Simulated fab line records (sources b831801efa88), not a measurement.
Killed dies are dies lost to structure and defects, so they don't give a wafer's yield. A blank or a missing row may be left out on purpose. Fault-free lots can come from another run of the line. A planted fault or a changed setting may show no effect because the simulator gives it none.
fab line records -- flow sky130
[record] lots = 6, wafers = 18, lastDay = 51
route steps=708 shown POLY_CUT@318 SD_P@320 RES_XHIGH@332 SD_N@342
lots that met no fault: taken from a fault-free run of the same line
startH: hours from the record's opening day to when the first of the lot's shown wafers began -- waitH: how many hours have passed since the lot's step before this one -- " the same as in the row above -- L1.1+2: several wafers, shown together as one row -- - either no value or no given start -- * or withheld: withheld -- < > ~ a bound
route shown NAME@n: NAME is a module with steps in the file, n the number in the route of the first one -- usual: mean/standard deviation taken from wafers without a fault -- same: alike in all rows -- chamber/n: place in a boat -- sites: each site's reading -- _std_site: their standard deviation -- _edge_site: the outer-site mean with the inner-site mean subtracted -- radiusMm: how far each site lies from the wafer's centre -- mask NAME#n: copy n -- behind: the most recent tool/chamber to have shaped the wafer -- hold: why the lot was held/for how many hours/how that ended -- device: which transistor (n, p or np) failed to switch -- end of line: at the end of the route, the tests of the same wafers -- for a step that has no rows: nothing shown but its recipe -- killed: dies lost to structure and defects at the first sort, not the wafer's yield -- map: dies across one wafer; x = killed, . = not, _ = none there
set.NAME: the setting as run; set.NAME@STEP: as run at that earlier step -- model.NAME: the simulator's own value behind a step, which no gauge read
a table for each step, a row for each wafer; lots at some steps of the route
services: a tool's chamber out of use, with start hour (startH, from the record's first day; less than 0 if before it), hours out, and reason
[[steps]]
[step SKY_POLY_CUT_ETCH_11]
[recipe] target = Si3N4, chemistry = CF4/CH2F2/Ar, stopOn = poly-Si, sourceW = 600, biasW = 150, pressureMtorr = 40, cf4FlowSccm = 40, ch2f2FlowSccm = 20, Ar_flow_sccm = 150, timeS = 42.5, targetDepthA = 600
[usual] drypumpMotorCurrentA = 5.9/0.49, mfcArSccm = 150.1/0.43, oesProductAu = 0.829/0.006, rfFwdPowerW = 593.9/2.3, throttleValvePct = 14.994/0.0098
lot.wafer,tool,chamber,startH,waitH,drypumpMotorCurrentA,mfcArSccm,oesProductAu,rfFwdPowerW,rfHoursCounterH,throttleValvePct
L834.2,rieDiel-03,3,592.22,0.0,4.9,149.4,0.827,593.8,6,14.991
L834.4,rieDiel-03,1,592.22,0.0,6.2,149.6,0.832,592.7,15,14.982
L834.6,rieDiel-03,2,592.22,0.0,5.9,149.6,0.832,596.5,-,14.973
L837.2,rieDiel-03,3,610.26,0.0,5.0,150.4,0.836,595.5,6,14.989
L837.3,rieDiel-03,2,610.26,0.0,5.9,149.7,0.835,594.7,31,15.009
L837.6,rieDiel-03,0,610.26,0.0,6.8,150.4,0.830,594.8,-,15.013
L845.1,rieDiel-02,1,678.99,0.0,5.5,150.3,0.829,593.9,3,15.000
L845.2,rieDiel-02,0,678.99,0.0,6.5,149.4,0.831,592.2,20,14.974
L845.4,rieDiel-02,2,678.99,0.0,5.9,149.5,0.826,595.6,14,14.989
L846.1,rieDiel-02,0,688.57,0.0,6.5,150.3,0.835,592.4,21,15.007
L846.4,rieDiel-02,2,688.57,0.0,5.9,149.8,0.835,597.2,14,14.987
L846.6,rieDiel-02,1,688.57,0.0,5.4,150.1,0.823,594.7,-,15.004
L848.3,rieDiel-03,3,700.51,0.0,5.0,150.2,0.837,592.8,8,15.000
L848.5,rieDiel-03,0,700.51,0.0,6.7,150.8,0.823,592.0,-,14.969
L848.6,rieDiel-03,3,700.51,0.0,5.0,149.8,0.829,590.4,-,14.998
L855.1,rieDiel-01,2,751.04,0.0,6.3,149.7,0.833,592.8,9,14.983
L855.2,rieDiel-01,0,751.04,0.0,5.7,150.0,0.826,592.0,7,14.995
L855.3,rieDiel-01,3,751.04,0.0,5.5,150.6,0.830,594.6,1,15.002
[step SKY_POLY_CUT_STRIP_12]
[recipe] chemistry = O2/N2, powerW = 1400, pressureMtorr = 1500, platenTempC = withheld, o2FlowSccm = 3000, n2FlowSccm = 300, overashFraction = 0.5
[usual] chamberPressureMTorr = 1500/5.5, drypumpMotorCurrentA = 5.7/0.4, oesProductAu = 0.452/0.0044, stripTimeToEndpointS = 5.355/0.018
lot.wafer,tool,chamber,startH,waitH,chamberPressureMTorr,drypumpMotorCurrentA,oesProductAu,rfHoursCounterH,stripTimeToEndpointS
L834.2,plasmaAsher-04,0,592.26,0.0,1500,5.3,0.454,68,5.338
L834.4,plasmaAsher-04,1,592.26,0.0,1499,6.1,0.455,-,5.375
L834.6,plasmaAsher-04,1,592.26,0.0,1499,6.1,0.453,-,5.361
L837.2,plasmaAsher-04,0,610.30,0.0,1498,5.2,0.449,70,5.360
L837.3,plasmaAsher-04,1,610.30,0.0,1502,6.1,0.454,-,5.361
L837.6,plasmaAsher-04,1,610.30,0.0,1501,6.1,0.458,-,5.370
L845.1,plasmaAsher-03,0,679.03,0.0,1500,5.4,0.461,28,5.352
L845.2,plasmaAsher-03,1,679.03,0.0,1499,5.2,0.456,28,5.404
L845.4,plasmaAsher-03,0,679.03,0.0,1501,5.4,0.452,-,5.390
L846.1,plasmaAsher-04,0,688.61,0.0,1501,5.2,0.460,77,5.376
L846.4,plasmaAsher-04,0,688.61,0.0,1498,5.3,0.451,-,5.371
L846.6,plasmaAsher-04,0,688.61,0.0,1502,5.3,0.453,-,5.389
L848.3,plasmaAsher-04,1,700.58,0.1,1500,6.1,0.458,-,5.360
L848.5,plasmaAsher-04,0,700.58,0.1,1500,5.3,0.459,-,5.353
L848.6,plasmaAsher-04,1,700.58,0.1,1502,6.1,0.448,-,5.336
L855.1,plasmaAsher-04,0,751.08,0.0,1498,5.2,0.455,84,5.383
L855.2,plasmaAsher-04,1,751.08,0.0,1501,6.1,0.457,84,5.378
L855.3,plasmaAsher-04,0,751.08,0.0,1501,5.2,0.447,-,5.366
[step SKY_SD_P_DEHYDRATE_00]
[recipe] tempC = 200, timeS = 60
[step SKY_SD_P_HMDS_01]
[recipe] primeTimeS = 60, primeTempC = 120
[step SKY_SD_P_COAT_02]
[recipe] resist = NOVOLAK, spinRpm = 3000, resistThkNm = 1140
[step SKY_SD_P_SOFTBAKE_03]
[recipe] tempC = 90, timeS = 60, resist = NOVOLAK
[step SKY_SD_P_EXPOSE_04]
[recipe] maskId = PSDM, na = 0.6, sourceShape = conventional, sigmaOuter = 0.6, polarization = unpolarized, targetCdNm = 380, doseMj = 138
[step SKY_SD_P_PEB_05]
[recipe] tempC = withheld, timeS = *, resist = NOVOLAK
[step SKY_SD_P_DEVELOP_06]
[recipe] resist = NOVOLAK, developer = TMAH, developTimeS = 60, devTempC = 23
[step SKY_SD_P_CD_MEAS_07]
[recipe] targetCdNm = 380
[usual] cdNm = 379.6/2.5
lot.wafer,tool,chamber,startH,waitH,cdNm
L834.2,cdSem-01,-,622.16,0.1,381.4
L834.4,cdSem-01,-,622.16,0.1,379.5
L834.6,cdSem-01,-,622.16,0.1,379.8
L837.2,cdSem-01,-,640.23,0.1,378.7
L837.3,cdSem-01,-,640.23,0.1,379.9
L837.6,cdSem-01,-,640.23,0.1,380.6
L845.1,cdSem-02,-,707.46,0.1,376.5
L845.2,cdSem-02,-,707.46,0.1,374.5
L845.4,cdSem-02,-,707.46,0.1,376.4
L846.1,cdSem-01,-,717.66,0.1,379.5
L846.4,cdSem-01,-,717.66,0.1,382.4
L846.6,cdSem-01,-,717.66,0.1,381.8
L848.3,cdSem-01,-,728.94,0.1,379.9
L848.5,cdSem-01,-,728.94,0.1,378.3
L848.6,cdSem-01,-,728.94,0.1,378.3
L855.1,cdSem-02,-,778.40,0.1,378.4
L855.2,cdSem-02,-,778.40,0.1,378.8
L855.3,cdSem-02,-,778.40,0.1,376.8
[step SKY_SD_P_OVL_MEAS_08]
[usual] SD_P_OVL = -1.0/1.2
lot.wafer,tool,chamber,startH,waitH,SD_P_OVL[nm]
L834.2,overlay-02,-,622.27,0.1,0.3
L834.4,overlay-02,-,622.27,0.1,0.7
L834.6,overlay-02,-,622.27,0.1,0.7
L837.2,overlay-02,-,640.34,0.1,-2.8
L837.3,overlay-02,-,640.34,0.1,-2.4
L837.6,overlay-02,-,640.34,0.1,-2.2
L845.1,overlay-01,-,707.58,0.1,-2.8
L845.2,overlay-01,-,707.58,0.1,-0.5
L845.4,overlay-01,-,707.58,0.1,0.7
L846.1,overlay-01,-,717.78,0.1,-3.9
L846.4,overlay-01,-,717.78,0.1,-2.5
L846.6,overlay-01,-,717.78,0.1,-2.6
L848.3,overlay-02,-,729.04,0.1,-0.6
L848.5,overlay-02,-,729.04,0.1,-1.5
L848.6,overlay-02,-,729.04,0.1,-3.0
L855.1,overlay-02,-,778.52,0.1,-2.3
L855.2,overlay-02,-,778.52,0.1,0.5
L855.3,overlay-02,-,778.52,0.1,-1.4
[step SKY_SD_P_IMPLANT_09]
[recipe] species = BF2, energyKev = 20, doseCm2 = 3e+15, tiltDeg = 0
[step SKY_SD_P_STRIP_10]
[recipe] chemistry = O2/N2, powerW = 1400, pressureMtorr = 1500, platenTempC = withheld, o2FlowSccm = 3000, n2FlowSccm = 300, overashFraction = 0.5
[usual] chamberPressureMTorr = 1500.0/1.4, drypumpMotorCurrentA = 5.8/0.41, oesProductAu = 0.617/0.0043, stripTimeToEndpointS = 17.52/0.041
lot.wafer,tool,chamber,startH,waitH,chamberPressureMTorr,drypumpMotorCurrentA,oesProductAu,rfHoursCounterH,stripTimeToEndpointS,model.NOVOLAK_of_SD_P_COAT_02.thkNm
L834.2,plasmaAsher-01,0,622.45,0.1,1499.8,6.0,0.616,99,17.45,0
L834.4,plasmaAsher-01,0,622.45,0.1,1499.4,6.0,0.613,-,17.44,0
L834.6,plasmaAsher-01,1,622.45,0.1,1500.9,5.1,0.608,-,17.44,0
L837.2,plasmaAsher-04,1,640.52,0.1,1500.2,6.1,0.613,73,17.45,0
L837.3,plasmaAsher-04,1,640.52,0.1,1499.1,6.1,0.612,-,17.50,0
L837.6,plasmaAsher-04,1,640.52,0.1,1499.6,6.2,0.614,-,17.46,0
L845.1,plasmaAsher-01,1,707.77,0.1,-,-,-,-,-,1140
L845.2,plasmaAsher-01,0,707.77,0.1,-,-,-,-,-,1141
L845.4,plasmaAsher-01,1,707.77,0.1,-,-,-,-,-,1141
L846.1,plasmaAsher-02,0,717.97,0.1,-,-,-,-,-,1138
L846.4,plasmaAsher-02,1,717.97,0.1,-,-,-,-,-,1141
L846.6,plasmaAsher-02,1,717.97,0.1,-,-,-,-,-,1140
L848.3,plasmaAsher-04,1,729.24,0.1,1500.5,6.1,0.615,-,17.51,0
L848.5,plasmaAsher-04,1,729.24,0.1,1499.9,6.1,0.613,-,17.47,0
L848.6,plasmaAsher-04,0,729.24,0.1,1500.3,5.3,0.619,-,17.47,0
L855.1,plasmaAsher-04,1,778.71,0.1,1497.4,6.1,0.614,86,17.53,0
L855.2,plasmaAsher-04,0,778.71,0.1,1499.4,5.2,0.613,86,17.53,0
L855.3,plasmaAsher-04,1,778.71,0.1,1501.7,6.1,0.614,-,17.49,0
[step SKY_SD_P_TW_MEAS_11]
[usual] SD_P_TW = 2852/16
lot.wafer,tool,chamber,startH,waitH,SD_P_TW
L834.2,filmMetro-02,-,622.56,0.1,2864
L834.4,filmMetro-02,-,622.56,0.1,2874
L834.6,filmMetro-02,-,622.56,0.1,2857
L837.2,filmMetro-01,-,640.63,0.1,2830
L837.3,filmMetro-01,-,640.63,0.1,2854
L837.6,filmMetro-01,-,640.63,0.1,2850
L845.1,filmMetro-02,-,707.87,0.1,2868
L845.2,filmMetro-02,-,707.87,0.1,2868
L845.4,filmMetro-02,-,707.87,0.1,2864
L846.1,filmMetro-03,-,718.07,0.1,2818
L846.4,filmMetro-03,-,718.07,0.1,2829
L846.6,filmMetro-03,-,718.07,0.1,2830
L848.3,filmMetro-02,-,729.33,0.1,2867
L848.5,filmMetro-02,-,729.33,0.1,2858
L848.6,filmMetro-02,-,729.33,0.1,2873
L855.1,filmMetro-02,-,778.84,0.1,2857
L855.2,filmMetro-02,-,778.84,0.1,2860
L855.3,filmMetro-02,-,778.84,0.1,2851
[step SKY_RES_XHIGH_DEHYDRATE_00]
[recipe] tempC = 200, timeS = 60
[step SKY_RES_XHIGH_HMDS_01]
[recipe] primeTimeS = 60, primeTempC = 120
[step SKY_RES_XHIGH_COAT_02]
[recipe] resist = NOVOLAK, spinRpm = 3000, resistThkNm = 1140
[step SKY_RES_XHIGH_SOFTBAKE_03]
[recipe] tempC = 90, timeS = 60, resist = NOVOLAK
[step SKY_RES_XHIGH_EXPOSE_04]
[recipe] maskId = URPM, na = 0.6, sourceShape = conventional, sigmaOuter = 0.6, polarization = unpolarized, targetCdNm = 1270, doseMj = 140
[step SKY_RES_XHIGH_PEB_05]
[recipe] tempC = withheld, timeS = *, resist = NOVOLAK
[step SKY_RES_XHIGH_DEVELOP_06]
[recipe] resist = NOVOLAK, developer = TMAH, developTimeS = 60, devTempC = 23
[step SKY_RES_XHIGH_IMPLANT_07]
[recipe] species = BF2, energyKev = 20, doseCm2 = 3.6e+14, tiltDeg = 0
[step SKY_RES_XHIGH_STRIP_08]
[recipe] chemistry = O2/N2, powerW = 1400, pressureMtorr = 1500, platenTempC = withheld, o2FlowSccm = 3000, n2FlowSccm = 300, overashFraction = 0.5
[usual] chamberPressureMTorr = 1499.9/1.4, drypumpMotorCurrentA = 5.6/0.41, oesProductAu = 0.711/0.0048, stripTimeToEndpointS = 14.28/0.04
lot.wafer,tool,chamber,startH,waitH,chamberPressureMTorr,drypumpMotorCurrentA,oesProductAu,rfHoursCounterH,stripTimeToEndpointS
L834.2,plasmaAsher-04,1,651.95,0.1,1499.3,6.1,0.707,74,14.23
L834.4,plasmaAsher-04,0,651.95,0.1,1499.8,5.3,0.708,-,14.22
L834.6,plasmaAsher-04,0,651.95,0.1,1499.2,5.3,0.717,-,14.23
L837.2,plasmaAsher-03,0,669.99,0.1,1498.2,5.5,0.712,27,14.22
L837.3,plasmaAsher-03,0,669.99,0.1,1500.6,5.5,0.718,-,14.22
L837.6,plasmaAsher-03,1,669.99,0.1,1499.7,5.2,0.711,-,14.23
L845.1,plasmaAsher-04,0,736.29,0.1,1499.0,5.3,0.716,82,31.44
L845.2,plasmaAsher-04,1,736.29,0.1,1501.1,6.1,0.713,82,31.45
L845.4,plasmaAsher-04,1,736.29,0.1,1499.9,6.1,0.715,-,31.43
L846.1,plasmaAsher-04,0,745.75,0.1,1499.7,5.2,0.722,83,31.37
L846.4,plasmaAsher-04,1,745.75,0.1,1497.5,6.1,0.721,-,31.34
L846.6,plasmaAsher-04,1,745.75,0.1,1498.8,6.1,0.713,-,31.35
L848.3,plasmaAsher-01,1,757.65,0.1,1500.2,5.1,0.708,-,14.26
L848.5,plasmaAsher-01,1,757.65,0.1,1500.9,5.1,0.712,-,14.29
L848.6,plasmaAsher-01,0,757.65,0.1,1499.3,6.0,0.708,-,14.24
L855.1,plasmaAsher-04,0,806.11,0.1,1500.4,5.2,0.710,89,14.35
L855.2,plasmaAsher-04,1,806.11,0.1,1500.6,6.1,0.707,89,14.31
L855.3,plasmaAsher-04,0,806.11,0.1,1500.6,5.3,0.700,-,14.32
[step SKY_RES_XHIGH_TW_MEAS_09]
[usual] RES_XHIGH_TW = 1652/8.9
lot.wafer,tool,chamber,startH,waitH,RES_XHIGH_TW
L834.2,filmMetro-02,-,652.06,0.1,1647
L834.4,filmMetro-02,-,652.06,0.1,1655
L834.6,filmMetro-02,-,652.06,0.1,1646
L837.2,filmMetro-01,-,670.10,0.1,1649
L837.3,filmMetro-01,-,670.10,0.1,1643
L837.6,filmMetro-01,-,670.10,0.1,1640
L845.1,filmMetro-01,-,736.39,0.1,30
L845.2,filmMetro-01,-,736.39,0.1,30
L845.4,filmMetro-01,-,736.39,0.1,30
L846.1,filmMetro-01,-,745.85,0.1,30
L846.4,filmMetro-01,-,745.85,0.1,30
L846.6,filmMetro-01,-,745.85,0.1,30
L848.3,filmMetro-02,-,757.74,0.1,1671
L848.5,filmMetro-02,-,757.74,0.1,1654
L848.6,filmMetro-02,-,757.74,0.1,1658
L855.1,filmMetro-03,-,806.21,0.1,1652
L855.2,filmMetro-03,-,806.21,0.1,1663
L855.3,filmMetro-03,-,806.21,0.1,1661
[step SKY_SD_N_DEHYDRATE_00]
[recipe] tempC = 200, timeS = 60
[[services]]
tool,chamber,startH,hours,kind
plasmaAsher-04,-,574.59,8.9,repair
plasmaAsher-01,-,595.06,5.6,repair
plasmaAsher-04,-,605.76,4.4,repair
plasmaAsher-01,-,640.30,2.8,pm
plasmaAsher-01,-,653.89,1.8,repair
rieDiel-01,3,709.02,-,clean
rieDiel-01,3,709.02,16.7,scheduledDown
rieDiel-03,1,712.71,6.8,repair
rieDiel-03,3,714.80,4.3,repair
plasmaAsher-04,-,718.77,0.6,repair
plasmaAsher-03,-,724.48,0.8,repair
plasmaAsher-01,-,733.75,9.0,pm
plasmaAsher-01,0,733.75,9.0,ventCycle
plasmaAsher-01,1,733.75,9.0,ventCycle
plasmaAsher-01,0,742.75,-,clean
plasmaAsher-01,1,742.75,-,clean
rieDiel-03,-,750.94,2.8,pm
plasmaAsher-03,-,755.00,2.8,pm
rieDiel-02,3,755.08,4.5,repair
plasmaAsher-04,-,764.55,1.2,repair
rieDiel-01,0,773.71,1.3,repair
rieDiel-01,2,777.35,5.9,repair
rieDiel-01,-,790.44,28.1,pm
plasmaAsher-03,-,791.15,0.8,repair
[[key]]
[firstSign] step = SKY_SD_P_STRIP_10, reading = toolRecord, direction = missing
[effect] step = SKY_RES_XHIGH_STRIP_08, reading = stripTimeToEndpointS, direction = up, sigmas = 99+, usual = *, struck = *
[effect] step = SKY_RES_XHIGH_TW_MEAS_09, reading = RES_XHIGH_TW, direction = down, sigmas = 99+, usual = 1652, struck = 30
[modelEffect] step = SKY_SD_P_STRIP_10, value = NOVOLAK_of_SD_P_COAT_02.thkNm, without = 0, struck = 1140
[modelEffect] step = SKY_PAD_OPEN_PROBE_99, value = etest.resXhighPo.open, without = 0, struck = 1
metAt SKY_SD_P_STRIP_10
struckWafers L845.1,L845.2,L845.4,L846.1,L846.4,L846.6
sortLeftOut L845.1,L845.2,L845.4,L846.1,L846.4,L846.6
testerLeftOut L845,L846
onsetBetween 622.45 707.77
[fault] kind = skippedStepWhole, tool = plasmaAsher-01,plasmaAsher-02, chamber = -, onsetH = 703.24, steps = SKY_SD_P_STRIP_10, scope = struckLotsOnly
// testerLeftOut: of these lots the tester's yield and bins aren't shown, on N5 and GAA mostly nor the transistor test; their killed dies are dies lost to structure and defects alone, not to doping, threshold or leakage, so they don't give the yield
// sortLeftOut: the simulated sort isn't trusted on such a fault, so these wafers' sort isn't shown, and their yield isn't known
